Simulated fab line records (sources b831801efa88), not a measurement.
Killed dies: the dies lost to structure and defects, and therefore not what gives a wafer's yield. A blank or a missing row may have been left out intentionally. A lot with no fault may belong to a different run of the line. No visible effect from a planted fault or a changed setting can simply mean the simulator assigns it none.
fab line records	flow sfq-line
record lots=7	wafers=19	last-day=92
route steps=325 shown M0@32 I0@43 M1@58
lots that met no fault: taken from a fault-free run of the same line
start-h: hours from the record's first day to the start of the lot's first wafer shown	wait-h: hours since the lot's step before	" unchanged from the row above	L1.1+2: one row covering several wafers at once	- no value present, or no start provided	* or withheld: withheld	< > ~ a bound
route shown NAME@n: a module of which the file shows steps, and the number in the route of the first	usual: mean and standard deviation over wafers with no fault	same: alike in all rows	chamber/n: place in a boat	sites: readings site by site	_std_site: standard deviation across them	_edge_site: outer sites' mean less inner sites'	radius-mm: for every site, how far away it sits from the centre of the wafer	mask NAME#n: copy n	behind: the tool/chamber that last shaped the wafer	hold: why the lot went on hold/how many hours it stayed there/how the hold came to an end	device: the n, p or np transistor that did not switch	end of line: tests of these same wafers at the route's end	where a step has no rows: the recipe by itself	killed: the dies lost at the first sort to structure and to defects; this is not the yield of the wafer	map: dies across one wafer; x = killed, . = not, _ = none there
set.NAME: the run value of the setting; set.NAME@STEP: its run value at that earlier step	model.NAME: the simulator's own value behind a step, which no gauge read
lots at some steps of the route; a table a step, a row a wafer
services: from which hour (start-h, from the record's first day; less than 0 if before it) a tool's chamber was out of use, for how many hours, and why
## steps
# step SFQ_TRILAYER_M0_LITHO_COAT_026
# recipe resist=BARC	spin-rpm=3000	resist-thk-nm=62
# step SFQ_TRILAYER_M0_LITHO_COAT_021
# recipe resist=KrF	spin-rpm=3000	resist-thk-nm=600
# step SFQ_TRILAYER_M0_LITHO_SOFTBAKE_025
# recipe temp-c=withheld	time-s=withheld	resist=KrF
# step SFQ_TRILAYER_M0_LITHO_EXPOSE_022
# recipe mask-id=M0	na=0.6	source-shape=conventional	sigma-outer=0.65	target-cd-nm=500	dose-mj=14.4
# step SFQ_TRILAYER_M0_LITHO_PEB_024
# recipe peb-temp-c=115	peb-time-s=60	resist=KrF
# step SFQ_TRILAYER_M0_LITHO_DEVELOP_023
# recipe time-s=60	resist=KrF
# step SFQ_M0_OVL_MEAS_906
# usual M0_OVL=-1/5.3
lot.wafer	tool	chamber	start-h	wait-h	M0_OVL[nm]
L993.1	overlay-02	-	144.51	0.1	-2
L993.2	"	-	"	"	3
L993.3	"	-	"	"	-5
L996.1	overlay-02	-	156.51	0.1	4
L996.3	"	-	"	"	6
L996.4	"	-	"	"	8
L102.2	overlay-02	-	193.69	0.1	0
L102.4	"	-	"	"	4
L105.3	overlay-02	-	216.82	0.1	2
L105.6	"	-	"	"	0
L106.2	overlay-01	-	221.61	0.1	3
L106.4	"	-	"	"	2
L106.5	"	-	"	"	0
L109.1	overlay-02	-	237.21	0.1	-6
L109.3	"	-	"	"	-2
L109.5	"	-	"	"	-12
L110.1	overlay-02	-	244.41	0.1	-3
L110.2	"	-	"	"	-3
L110.6	"	-	"	"	-4
# step SFQ_TRILAYER_M0_BARC_OPEN_METAL_ETCH_031
# recipe mask-material=PR	chemistry=O2	target-depth-nm=125	target=BARC	icp-w=600	bias-w=80	pressure-mtorr=10	time-s=41.7
# usual drypump-motor-current-A=5.90/0.28	oes-product-au=0.686/0.0044
lot.wafer	tool	chamber	start-h	wait-h	drypump-motor-current-A	oes-product-au	rf-hours-counter-h
L993.1	rie-metal-03	1	144.55	0.0	5.75	0.687	145
L993.2	"	0	"	"	5.91	0.682	1
L993.3	"	0	"	"	5.90	0.684	-
L996.1	rie-metal-02	0	156.55	0.0	5.45	0.679	107
L996.3	"	1	"	"	6.31	0.684	-
L996.4	"	0	"	"	5.47	0.689	-
L102.2	rie-metal-02	0	193.72	0.0	5.46	0.685	115
L102.4	"	0	"	"	5.47	0.687	-
L105.3	rie-metal-02	1	216.86	0.0	6.30	0.681	-
L105.6	"	1	"	"	6.30	0.700	-
L106.2	rie-metal-03	1	221.64	0.0	5.76	0.683	158
L106.4	"	0	"	"	5.92	0.683	-
L106.5	"	1	"	"	5.77	0.686	-
L109.1	rie-metal-02	0	237.24	0.0	5.48	0.686	123
L109.3	"	1	"	"	6.31	0.687	-
L109.5	"	0	"	"	5.47	0.683	-
L110.1	rie-metal-03	1	244.44	0.0	5.75	0.689	162
L110.2	"	0	"	"	5.90	0.685	18
L110.6	"	1	"	"	5.75	0.691	-
# step SFQ_TRILAYER_M0_ETCH_METAL_ETCH_024
# recipe target=Nb	stop-on=SiO2	mask-material=PR	chemistry=Cl2/Ar	target-depth-nm=240	icp-w=600	bias-w=80	pressure-mtorr=10	time-s=120
# usual drypump-motor-current-A=5.89/0.28	oes-product-au=0.892/0.0068
lot.wafer	tool	chamber	start-h	wait-h	drypump-motor-current-A	oes-product-au	rf-hours-counter-h
L993.1	rie-metal-03	1	144.61	0.0	5.73	0.886	145
L993.2	"	0	"	"	5.93	0.885	1
L993.3	"	0	"	"	5.92	0.888	-
L996.1	rie-metal-02	0	156.61	0.0	5.49	0.888	107
L996.3	"	1	"	"	6.27	0.892	-
L996.4	"	0	"	"	5.47	0.901	-
L102.2	rie-metal-02	0	193.78	0.0	5.48	0.889	115
L102.4	"	0	"	"	5.46	0.904	-
L105.3	rie-metal-02	1	216.94	0.1	6.30	0.902	-
L105.6	"	1	"	"	6.28	0.900	-
L106.2	rie-metal-03	1	221.70	0.0	5.70	0.891	158
L106.4	"	0	"	"	5.91	0.893	-
L106.5	"	1	"	"	5.70	0.886	-
L109.1	rie-metal-02	0	237.30	0.0	5.47	0.899	123
L109.3	"	1	"	"	6.30	0.879	-
L109.5	"	0	"	"	5.47	0.897	-
L110.1	rie-metal-03	1	244.50	0.0	5.77	0.896	162
L110.2	"	0	"	"	5.92	0.891	18
L110.6	"	1	"	"	5.75	0.903	-
# step SFQ_TRILAYER_M0_STRIP_STRIP_025
# recipe gas=O2	power-w=200	platen-temp-c=40	overash-fraction=0.65	chemistry=O2	pressure-mtorr=50
# step SFQ_TRILAYER_M0_STRIP_SOLV_CLEAN_026
# recipe chemistry=NMP	temp-c=70	time-s=600
# step SFQ_TRILAYER_I0_DEP_PECVD_027
# recipe material=SiO2	temp-c=150	time-s=111.11	pressure-torr=2.4	rf-w=183.3	precursor=SiH4/N2O	target-thk-nm=500
# usual heater-power-w=96/17	throttle-valve-pct=23.8/1.3
lot.wafer	tool	chamber	start-h	wait-h	heater-power-w	throttle-valve-pct
L993.1	pecvd-02	0	145.53	0.0	99	23.8
L993.2	"	1	"	"	116	26.3
L993.3	"	2	"	"	89	24.2
L996.1	pecvd-03	1	157.51	0.0	59	25.9
L996.3	"	0	"	"	79	24.8
L996.4	"	0	"	"	81	25.0
L102.2	pecvd-01	0	194.68	0.0	81	22.3
L102.4	"	2	"	"	94	23.3
L105.3	pecvd-01	2	217.80	0.0	90	23.4
L105.6	"	0	"	"	84	22.6
L106.2	pecvd-02	1	222.60	0.0	105	26.4
L106.4	"	1	"	"	115	26.4
L106.5	"	2	"	"	78	24.2
L109.1	pecvd-01	1	238.20	0.0	127	23.0
L109.3	"	0	"	"	74	22.6
L109.5	"	0	"	"	77	22.6
L110.1	pecvd-03	1	245.40	0.0	76	22.2
L110.2	"	0	"	"	81	24.4
L110.6	"	2	"	"	93	23.0
# step SFQ_TRILAYER_I0_CMP_CMP_028
# recipe material=SiO2	down-force-psi=3	platen-rpm=60	pad-velocity-m-s=0.94248
# usual head-pressure-psi=2.999/0.0068	motor-current-A=10.1/1	retaining-ring-pressure-frac=0.999/0.0048	time-to-endpoint-s=216/7.3
lot.wafer	tool	chamber	start-h	wait-h	head-pressure-psi	motor-current-A	retaining-ring-pressure-frac	time-to-endpoint-s	model.SiO2_of_TRILAYER_I0_DEP_PECVD_027.thk-nm
L993.2	cmp-01	1	155.66	10.1	2.993	10.5	1.005	226	201.2
L993.1	"	2	"	"	2.998	9.8	0.992	212	199.4
L993.3	"	3	"	"	2.993	10.8	0.994	213	200.9
L996.1	cmp-01	3	170.16	12.6	2.997	10.3	1.005	217	199.4
L996.4	"	0	"	"	2.989	9.4	0.993	224	198.5
L996.3	"	2	171.66	14.1	3.005	10.1	1.001	214	198.8
L102.2	cmp-01	2	209.66	14.9	2.999	9.5	1.002	213	199
L102.4	"	3	"	"	2.989	10.2	0.998	198	219.3
L105.3	cmp-01	2	228.16	10.3	3.006	9.9	0.996	210	201
L105.6	"	0	229.16	11.3	3.003	9.3	0.996	203	221.8
L106.4	cmp-01	1	230.16	7.5	2.994	11.0	1.006	217	221.2
L106.2	"	2	"	"	2.993	10.2	1.002	221	199.8
L106.5	"	1	232.16	9.5	2.996	11.9	0.996	226	201.9
L109.3	cmp-02	2	247.82	9.6	3.001	7.8	1.003	201	200.1
L109.1	"	0	248.82	10.6	2.997	10.1	0.993	205	198.7
L109.5	"	1	"	"	2.995	9.7	1.003	211	199.1
L110.1	cmp-02	3	253.32	7.9	2.990	11.4	0.995	203	198.3
L110.2	"	1	254.32	8.9	2.991	10.2	0.994	208	200.6
L110.6	"	3	255.32	9.8	2.989	11.5	0.998	212	199
# step SFQ_I0_BOW_MEAS_907
# recipe mode=bow
# usual I0_BOW=1/6.6
lot.wafer	tool	chamber	start-h	wait-h	I0_BOW[um]
L993.1	film-metro-04	-	158.16	1.5	2
L993.2	"	-	"	"	16
L993.3	"	-	"	"	3
L996.1	film-metro-02	-	173.16	2.5	7
L996.3	"	-	"	"	1
L996.4	"	-	"	"	2
L102.2	film-metro-03	-	212.18	2.0	-2
L102.4	"	-	"	"	-6
L102.2	film-metro-03	-	213.50	1.3	-
L102.4	"	-	"	"	-
L105.3	film-metro-02	-	230.20	1.5	1
L105.6	"	-	"	"	-1
L105.3	film-metro-02	-	231.52	1.3	-
L105.6	"	-	"	"	-
L106.2	film-metro-04	-	233.18	2.0	16
L106.4	"	-	"	"	1
L106.5	"	-	"	"	3
L106.2	film-metro-04	-	234.50	1.3	-
L106.4	"	-	"	"	-
L106.5	"	-	"	"	-
L109.1	film-metro-04	-	250.32	1.0	-3
L109.3	"	-	"	"	-10
L109.5	"	-	"	"	-4
L110.1	film-metro-04	-	256.32	2.5	-5
L110.2	"	-	"	"	5
L110.6	"	-	"	"	2
# step SFQ_TRILAYER_I0_METRO_MEASURE_029
# usual thk-nm=200.0/0.99
lot.wafer	tool	chamber	start-h	wait-h	thk-nm
L993.1	film-metro-04	-	158.28	0.1	199.4
L993.2	"	-	"	"	201.2
L993.3	"	-	"	"	200.9
L996.1	film-metro-02	-	173.28	0.1	199.5
L996.3	"	-	"	"	198.8
L996.4	"	-	"	"	198.6
L102.2	film-metro-03	-	219.68	6.2	199.0
L102.4	"	-	"	"	219.2
L102.2	film-metro-03	-	221.05	1.2	199.1
L102.4	"	-	"	"	219.3
L105.3	film-metro-02	-	233.54	2.0	201.1
L105.6	"	-	"	"	221.9
L105.3	film-metro-02	-	234.91	1.2	200.9
L105.6	"	-	"	"	221.7
L106.2	film-metro-04	-	237.00	2.5	199.7
L106.4	"	-	"	"	221.1
L106.5	"	-	"	"	201.9
L106.2	film-metro-04	-	238.37	1.2	199.8
L106.4	"	-	"	"	221.1
L106.5	"	-	"	"	201.8
L109.1	film-metro-04	-	250.44	0.1	198.8
L109.3	"	-	"	"	200.2
L109.5	"	-	"	"	199.0
L110.1	film-metro-04	-	256.44	0.1	198.1
L110.2	"	-	"	"	200.7
L110.6	"	-	"	"	199.0
# step SFQ_TRILAYER_I0_VIA_LITHO_COAT_036
# recipe resist=BARC	spin-rpm=3000	resist-thk-nm=62
# step SFQ_TRILAYER_I0_VIA_LITHO_COAT_031
# recipe resist=KrF	spin-rpm=3000	resist-thk-nm=650
# step SFQ_TRILAYER_I0_VIA_LITHO_SOFTBAKE_035
# recipe temp-c=withheld	time-s=withheld	resist=KrF
# step SFQ_TRILAYER_I0_VIA_LITHO_EXPOSE_032
# recipe mask-id=I0	na=0.6	source-shape=conventional	sigma-outer=0.65	target-cd-nm=500	dose-mj=21.3
# step SFQ_TRILAYER_I0_VIA_LITHO_PEB_034
# recipe peb-temp-c=115	peb-time-s=60	resist=KrF
# step SFQ_TRILAYER_I0_VIA_LITHO_DEVELOP_033
# recipe time-s=60	resist=KrF
# step SFQ_I0_OVL_MEAS_908
# usual I0_OVL=-2/4.8
lot.wafer	tool	chamber	start-h	wait-h	I0_OVL[nm]
L993.1	overlay-01	-	234.09	0.1	-10
L993.2	"	-	"	"	-5
L993.3	"	-	"	"	-7
L996.1	overlay-01	-	249.69	0.1	1
L996.3	"	-	"	"	10
L996.4	"	-	"	"	1
L102.2	overlay-01	-	288.84	0.1	1
L102.4	"	-	"	"	2
L105.3	overlay-01	-	316.45	0.1	-11
L105.6	"	-	"	"	-6
L106.2	overlay-01	-	320.04	0.1	-3
L106.4	"	-	"	"	-3
L106.5	"	-	"	"	-8
L109.1	overlay-01	-	338.04	0.1	-3
L109.3	"	-	"	"	-12
L109.5	"	-	"	"	-1
L110.1	overlay-02	-	346.54	0.1	0
L110.2	"	-	"	"	-6
L110.6	"	-	"	"	1
# step SFQ_TRILAYER_I0_VIA_BARC_OPEN_VIA_ETCH_046
# recipe mask-material=PR	chemistry=O2	target-depth-nm=125	target=BARC	source-w=500	bias-w=80	pressure-mtorr=30	time-s=41.7
# usual drypump-motor-current-A=5.9/0.43	oes-product-au=0.685/0.0052
lot.wafer	tool	chamber	start-h	wait-h	drypump-motor-current-A	oes-product-au	rf-hours-counter-h
L993.1	rie-diel-03	0	234.12	0.0	5.4	0.683	0
L993.2	"	3	"	"	5.6	0.680	73
L993.3	"	1	"	"	6.5	0.692	121
L996.1	rie-diel-01	2	249.72	0.0	5.9	0.688	76
L996.3	"	3	"	"	6.7	0.689	92
L996.4	"	1	"	"	5.3	0.684	104
L102.2	rie-diel-02	3	288.87	0.0	5.6	0.676	4
L102.4	"	1	"	"	5.6	0.688	13
L105.3	rie-diel-02	1	316.47	0.0	5.6	0.671	13
L105.6	"	3	"	"	5.6	0.681	-
L106.2	rie-diel-01	2	320.07	0.0	5.9	0.682	77
L106.4	"	0	"	"	5.6	0.689	117
L106.5	"	2	"	"	5.9	0.686	-
L109.1	rie-diel-01	3	338.07	0.0	6.7	0.670	94
L109.3	"	1	"	"	5.4	0.683	106
L109.5	"	3	"	"	6.6	0.694	-
L110.1	rie-diel-01	2	346.57	0.0	5.9	0.683	78
L110.2	"	0	"	"	5.6	0.691	117
L110.6	"	2	"	"	5.9	0.683	-
# step SFQ_TRILAYER_I0_VIA_ETCH_VIA_ETCH_034
# recipe target=SiO2	stop-on=Nb	mask-material=PR	taper-deg=20	chemistry=CHF3	target-depth-nm=260	source-w=500	bias-w=80	pressure-mtorr=30	time-s=withheld
# usual drypump-motor-current-A=5.9/0.43	oes-product-au=0.855/0.0051
lot.wafer	tool	chamber	start-h	wait-h	drypump-motor-current-A	oes-product-au	model.I0.feature-depth-nm	model.etch.depth-nm
L993.1	rie-diel-03	0	234.16	0.0	5.3	0.852	199.4	199.4
L993.2	"	3	"	"	5.6	0.857	201.2	201.2
L993.3	"	1	"	"	6.5	0.862	200.9	200.9
L996.1	rie-diel-01	2	249.76	0.0	5.9	0.856	199.4	199.4
L996.3	"	3	"	"	6.7	0.846	198.8	198.8
L996.4	"	1	"	"	5.4	0.854	198.5	198.5
L102.2	rie-diel-02	3	288.91	0.0	5.6	0.849	199	199
L102.4	"	1	"	"	5.6	0.901	219.3	219.3
L105.3	rie-diel-02	1	316.51	0.0	5.6	0.851	201	201
L105.6	"	3	"	"	5.6	0.913	221.8	221.8
L106.2	rie-diel-01	2	320.11	0.0	5.9	0.850	199.8	199.8
L106.4	"	0	"	"	5.6	0.906	221.2	221.2
L106.5	"	2	"	"	5.9	0.861	201.9	201.9
L109.1	rie-diel-01	3	338.11	0.0	6.7	0.848	198.7	198.7
L109.3	"	1	"	"	5.4	0.857	200.1	200.1
L109.5	"	3	"	"	6.7	0.847	199.1	199.1
L110.1	rie-diel-01	2	346.61	0.0	5.9	0.845	198.3	198.3
L110.2	"	0	"	"	5.6	0.858	200.6	200.6
L110.6	"	2	"	"	5.9	0.855	199	199
# step SFQ_TRILAYER_I0_VIA_STRIP_STRIP_035
# recipe gas=O2	power-w=200	platen-temp-c=40	overash-fraction=0.65	chemistry=O2	pressure-mtorr=50
# usual drypump-motor-current-A=5.81/0.25	oes-product-au=0.999/0.0084
lot.wafer	tool	chamber	start-h	wait-h	drypump-motor-current-A	oes-product-au	rf-hours-counter-h
L993.1	rie-metal-03	0	234.28	-	5.90	0.995	16
L993.2	"	1	"	"	5.73	0.986	161
L993.3	"	0	"	"	5.95	0.989	-
L996.1	rie-metal-01	1	249.88	-	5.46	1.003	10
L996.3	"	1	"	"	5.44	0.998	-
L996.4	"	0	"	"	5.53	0.992	-
L102.2	rie-metal-04	1	289.03	-	6.18	0.997	166
L102.4	"	1	"	"	6.15	0.997	-
L105.3	rie-metal-01	0	316.83	-	5.52	0.995	-
L105.6	"	1	"	"	5.46	1.006	-
L106.2	rie-metal-04	1	320.23	-	6.21	1.003	173
L106.4	"	0	"	"	5.76	1.015	-
L106.5	"	0	"	"	5.77	1.008	-
L109.1	rie-metal-03	1	338.23	-	5.75	0.986	176
L109.3	"	1	"	"	5.76	0.992	-
L109.5	"	0	"	"	5.90	0.997	-
L110.1	rie-metal-01	1	346.73	-	5.45	1.003	26
L110.2	"	0	"	"	5.51	1.001	55
L110.6	"	0	"	"	5.53	1.002	-
# step SFQ_TRILAYER_I0_VIA_STRIP_SOLV_CLEAN_036
# recipe chemistry=NMP	temp-c=70	time-s=600
# step SFQ_TRILAYER_M1_DEP_PRE_CLEAN_038
# recipe gas=Ar	time-s=22.5	bias-v=250
lot.wafer	tool	chamber	start-h	wait-h	model.SiO2_of_TRILAYER_I0_DEP_PECVD_027.thk-nm
L993.1	pvd-sputter-05	-	235.05	0.0	191.9
L993.2	"	-	"	"	193.7
L993.3	"	-	"	"	193.4
L996.1	pvd-sputter-04	-	250.65	0.0	191.9
L996.3	"	-	"	"	191.3
L996.4	"	-	"	"	191
L102.2	pvd-sputter-04	-	289.98	0.0	191.5
L102.4	"	-	"	"	211.8
L105.3	pvd-sputter-05	-	317.40	0.0	193.5
L105.6	"	-	"	"	214.3
L106.2	pvd-sputter-05	-	321.00	0.0	192.3
L106.4	"	-	"	"	213.7
L106.5	"	-	"	"	194.4
L109.1	pvd-sputter-04	-	339.18	0.0	191.2
L109.3	"	-	"	"	192.6
L109.5	"	-	"	"	191.6
L110.1	pvd-sputter-04	-	347.50	0.0	190.8
L110.2	"	-	"	"	193.1
L110.6	"	-	"	"	191.5
# step SFQ_TRILAYER_M1_DEP_SPUTTER_037
# recipe material=Nb	base-pressure-pa=1.33e-06	chamber-pressure-pa=0.1333	substrate-temp-c=20	resputter-cathode-voltage-v=400	target-thk-nm=200	power-w=2000	time-s=133.3
## services
tool	chamber	start-h	hours	kind
rie-diel-02	1	120.78	6.7	repair
cmp-01	-	127.59	7.5	pm
cmp-01	-	141.10	3.8	pm
cmp-01	-	143.56	2.6	repair
film-metro-04	-	149.14	2.2	pm
rie-metal-01	-	170.67	14.6	pm
rie-diel-02	3	171.54	5.0	repair
pvd-sputter-05	-	174.04	0.8	repair
rie-metal-02	-	176.28	0.6	repair
pvd-sputter-04	-	181.41	12.3	repair
rie-diel-02	1	186.74	7.9	repair
film-metro-04	-	194.81	1.2	pm
rie-diel-01	3	204.68	4.6	repair
rie-metal-01	-	207.77	0.4	repair
rie-diel-02	2	232.11	8.4	repair
pvd-sputter-05	-	232.17	2.6	repair
film-metro-04	-	266.09	0.2	pm
rie-diel-01	3	288.69	1.3	repair
rie-metal-03	-	297.03	14.6	pm
pvd-sputter-04	-	304.76	3.1	repair
film-metro-04	-	309.70	1.1	pm
pvd-sputter-04	-	315.67	7.1	repair
pvd-sputter-04	-	326.06	0.6	repair
rie-metal-03	-	341.62	1.4	pm
## key
first-sign step=SFQ_I0_BOW_MEAS_907	reading=visit	direction=added
effect step=SFQ_TRILAYER_I0_METRO_MEASURE_029	reading=visit	direction=added
effect step=SFQ_TRILAYER_I0_METRO_MEASURE_029	reading=thk-nm	direction=up	sigmas=21	usual=200.0	struck=220.7
effect step=SFQ_TRILAYER_I0_VIA_ETCH_VIA_ETCH_034	reading=oes-product-au	direction=up	sigmas=10	usual=0.855	struck=0.906
model-effect step=SFQ_TRILAYER_I0_CMP_CMP_028	value=SiO2_of_TRILAYER_I0_DEP_PECVD_027.thk-nm	without=200.8	struck=220.8
model-effect step=SFQ_TRILAYER_I0_VIA_ETCH_VIA_ETCH_034	value=I0.feature-depth-nm	without=200.8	struck=220.8
model-effect step=SFQ_TRILAYER_M1_DEP_PRE_CLEAN_038	value=SiO2_of_TRILAYER_I0_DEP_PECVD_027.thk-nm	without=193.3	struck=213.3
met-at SFQ_TRILAYER_I0_CMP_CMP_028
struck-wafers L102.4,L105.6,L106.4
onset-between 170.16 209.66
fault kind=process-parameter-drift	tool=cmp-01	chamber=-	onset-h=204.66	steps=SFQ_TRILAYER_I0_CMP_CMP_028	channel=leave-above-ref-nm	offset=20	shape=step	end-h=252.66	scope=struck-wafers-only	acts-in=these-recipes-only	stated=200
